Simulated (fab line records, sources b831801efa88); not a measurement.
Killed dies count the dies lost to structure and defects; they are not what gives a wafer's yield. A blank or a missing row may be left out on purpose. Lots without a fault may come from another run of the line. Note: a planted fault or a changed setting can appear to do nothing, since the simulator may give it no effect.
Which tool did it?	flow gf180mcu	12 lots, 36 wafers sampled, at 5 steps of a route of 602

== WHAT EACH GAUGE READ, for each wafer ==
GF_POLY_GATE_OVL_MEAS_11.
lot	measured	on	POLY_GATE_OVL (nm)
L884	day 9 17:35	overlay-02	6 -4 2
L885	day 10 03:32	overlay-01	-8 -8 -6
L888	day 10 22:47	overlay-02	11 9 14
L889	day 11 04:13	overlay-01	-1 4 4
L891	day 11 22:41	overlay-02	-2 0 6
L898	day 13 23:16	overlay-01	-6 -1 -4
L899	day 14 09:24	overlay-01	1 8 3
L900	day 14 14:09	overlay-02	-4 -2 -3
L901	day 14 20:02	overlay-01	-9 -8 -3
L902	day 15 01:11	overlay-01	9 1 5
L903	day 15 10:50	overlay-01	-3 5 3
L904	day 15 18:11	overlay-01	9 4 0

GF_HV_LDD_THK_MEAS_55.
lot	measured	on	HV_LDD_CVD_54_THK (nm)
L884	day 13 00:00	film_metro-03	10.18 10.11 10.15
L885	day 13 09:23	film_metro-03	9.59 9.79 9.66
L888	day 14 10:03	film_metro-04	13.11 13.49 13.18
L889	day 14 16:45	film_metro-03	11.58 11.00 10.70
L891	day 15 12:44	film_metro-03	13.79 14.01 13.69
L898	day 17 21:48	film_metro-04	9.71 9.83 9.67
L899	day 18 10:00	film_metro-04	10.13 10.17 10.02
L900	day 18 13:03	film_metro-04	10.13 10.02 10.00
L901	day 18 20:49	film_metro-03	10.08 10.01 10.13
L902	day 19 01:21	film_metro-04	9.96 9.97 10.03
L903	day 19 12:30	film_metro-01	9.89 9.70 9.78
L904	day 19 21:06	film_metro-04	9.96 9.89 9.94

GF_SAB_THK_MEAS_01.
lot	measured	on	SAB_CVD_00_THK (nm)
L884	day 14 20:25	film_metro-02	48.5 48.9 49.8
L885	day 15 07:14	film_metro-02	51.2 50.8 51.5
L888	day 16 09:52	film_metro-02	49.7 49.4 50.4
L889	day 16 15:57	film_metro-03	48.9 49.3 51.3
L891	day 17 13:02	film_metro-01	50.4 50.4 50.5
L898	day 20 00:32	film_metro-02	49.6 50.1 50.6
L899	day 20 12:52	film_metro-03	48.6 48.9 48.5
L900	day 20 16:05	film_metro-03	50.4 50.2 51.1
L901	day 20 23:57	film_metro-01	50.1 50.8 49.8
L902	day 21 04:01	film_metro-03	50.6 50.4 51.8
L903	day 21 14:37	film_metro-02	48.5 50.4 49.9
L904	day 21 23:20	film_metro-01	49.7 49.9 50.7

== WHAT TOOL EACH LOT RAN ON (gives the tool, then ch and the chambers of the sampled wafers, and finally the start) ==
lot	GF_HV_LDD_STRIP_22	GF_HV_LDD_CVD_54
L884	plasma_asher-04 ch 0,1, day 11 07:14	lpcvd-02 ch 1, day 12 22:28
L885	plasma_asher-01 ch 0,1, day 11 17:28	lpcvd-01 ch 1, day 13 08:22
L888	plasma_asher-04 ch 0,1, day 12 14:47	lpcvd-02 ch 0, day 14 09:02
L889	plasma_asher-02 ch 0,1, day 12 20:30	lpcvd-02 ch 0, day 14 15:43
L891	plasma_asher-01 ch 0,1, day 13 15:50	lpcvd-02 ch 1, day 15 11:43
L898	plasma_asher-01 ch 0,1, day 15 20:47	lpcvd-02 ch 1, day 17 20:16
L899	plasma_asher-02 ch 0,1, day 16 08:50	lpcvd-02 ch 0, day 18 08:59
L900	plasma_asher-01 ch 0, day 16 12:35	lpcvd-01 ch 1, day 18 12:02
L901	plasma_asher-04 ch 0,1, day 16 19:32	lpcvd-02 ch 1, day 18 19:47
L902	plasma_asher-04 ch 0,1, day 17 00:31	lpcvd-01 ch 0, day 19 00:20
L903	plasma_asher-01 ch 0,1, day 17 10:38	lpcvd-01 ch 0, day 19 11:29
L904	plasma_asher-02 ch 0,1, day 17 18:41	lpcvd-02 ch 0, day 19 20:05
- GF_HV_LDD_STRIP_22: strips in O2/N2.
- GF_HV_LDD_CVD_54: deposits SiO2 from TEOS, target thk 10 nm, time 75 s.

== WHAT THE TOOLS THEMSELVES READ (means of the sampled wafers that have a number; where no wafer has one, the mark that the record gives instead) ==
GF_HV_LDD_STRIP_22.
lot	tool	chamber_pressure_mTorr (mTorr)	drypump_motor_current_A (A)	heater_power_w (W)	oes_product_au (a.u.)	platen_temp_c (C)	strip_time_to_endpoint_s (s)
L884	plasma_asher-04	1499.2	4.8	296	0.719	249.97	12.63
L885	plasma_asher-01	1499.3	5.9	314	0.720	250.08	12.65
L888	plasma_asher-04	1501.5	5.0	281	0.719	249.97	12.70
L889	plasma_asher-02	1500.6	6.0	280	0.719	249.85	12.54
L891	plasma_asher-01	1501.1	5.4	309	0.717	250.15	12.61
L898	plasma_asher-01	1500.1	5.9	314	0.715	250.10	12.61
L899	plasma_asher-02	1500.7	5.4	299	0.714	250.10	12.66
L900	plasma_asher-01	1500.4	6.4	318	0.715	250.06	12.63
L901	plasma_asher-04	1498.3	5.0	275	0.709	250.10	12.61
L902	plasma_asher-04	1499.8	5.0	274	0.714	250.02	12.67
L903	plasma_asher-01	1500.8	5.9	311	0.715	249.86	12.63
L904	plasma_asher-02	1499.7	6.0	279	0.718	249.88	12.65

GF_HV_LDD_CVD_54.
lot	tool	spike_tc_centre_C (C)	spike_tc_lower_C (C)	spike_tc_upper_C (C)	zone_power_bottom_pct (%)	zone_power_centre_pct (%)	zone_power_lower_pct (%)	zone_power_upper_pct (%)
L884	lpcvd-02	682.6	680.8	680.8	15.8	12.0	8.7	9.7
L885	lpcvd-01	680.7	681.0	680.2	16.7	10.2	8.3	10.0
L888	lpcvd-02	712.8	675.9	675.8	17.0	18.8	7.1	7.5
L889	lpcvd-02	713.2	676.3	677.6	17.0	18.8	7.1	7.5
L891	lpcvd-02	712.4	675.3	674.8	16.0	19.1	6.0	6.7
L898	lpcvd-02	681.3	679.8	680.1	15.7	12.0	8.6	9.8
L899	lpcvd-02	681.1	680.6	680.6	16.8	11.7	10.3	11.0
L900	lpcvd-01	679.9	680.1	681.2	16.7	10.3	8.3	10.1
L901	lpcvd-02	681.4	679.4	680.2	15.6	11.9	8.7	9.8
L902	lpcvd-01	679.1	680.7	681.6	15.8	11.3	10.8	10.3
L903	lpcvd-01	679.2	680.3	681.2	15.8	11.3	10.7	10.1
L904	lpcvd-02	680.6	680.1	680.2	16.8	12.0	10.3	11.1

== THE ANSWER, worked out from the rows above alone ==
Rule: what is usual is taken from the lots themselves. Put in order of their means at a reading, lots are off if they are a third of the lots or fewer, leave a main group of 4 or more, and stand apart from it by a gap of 3 or more times the standard deviation of the main group's means; of several such gaps the widest counts. The tables above print the reading to a certain number of digits; a main group whose means all agree to those digits is not used. A lot without any number at a reading at which 4 lots or more have one is off too. Any other lot the step has rows for is counted as sound. Order of review: gauges by route order, followed by the tools' own readings, for which a lot's mean as printed above is used. At the first step where some lot is off, the reading lying furthest off is the one used; lots without a number count as furthest.
Off: L888, L889, L891, at GF_HV_LDD_THK_MEAS_55 (HV_LDD_CVD_54_THK). Main group: mean 9.94 nm, sd 0.16.
If a tool, at a process step before that reading, ran all the lots that are off and no sound lot after the first of them, it fits. The gauges at GF_HV_LDD_THK_MEAS_55 aren't tried: what is off there is off at GF_HV_LDD_CVD_54 too, on other tools, and a gauge's error can't cause that. Not one of the candidates tried fits.

== WHAT HAD BEEN PUT IN BY THE SIMULATOR ==
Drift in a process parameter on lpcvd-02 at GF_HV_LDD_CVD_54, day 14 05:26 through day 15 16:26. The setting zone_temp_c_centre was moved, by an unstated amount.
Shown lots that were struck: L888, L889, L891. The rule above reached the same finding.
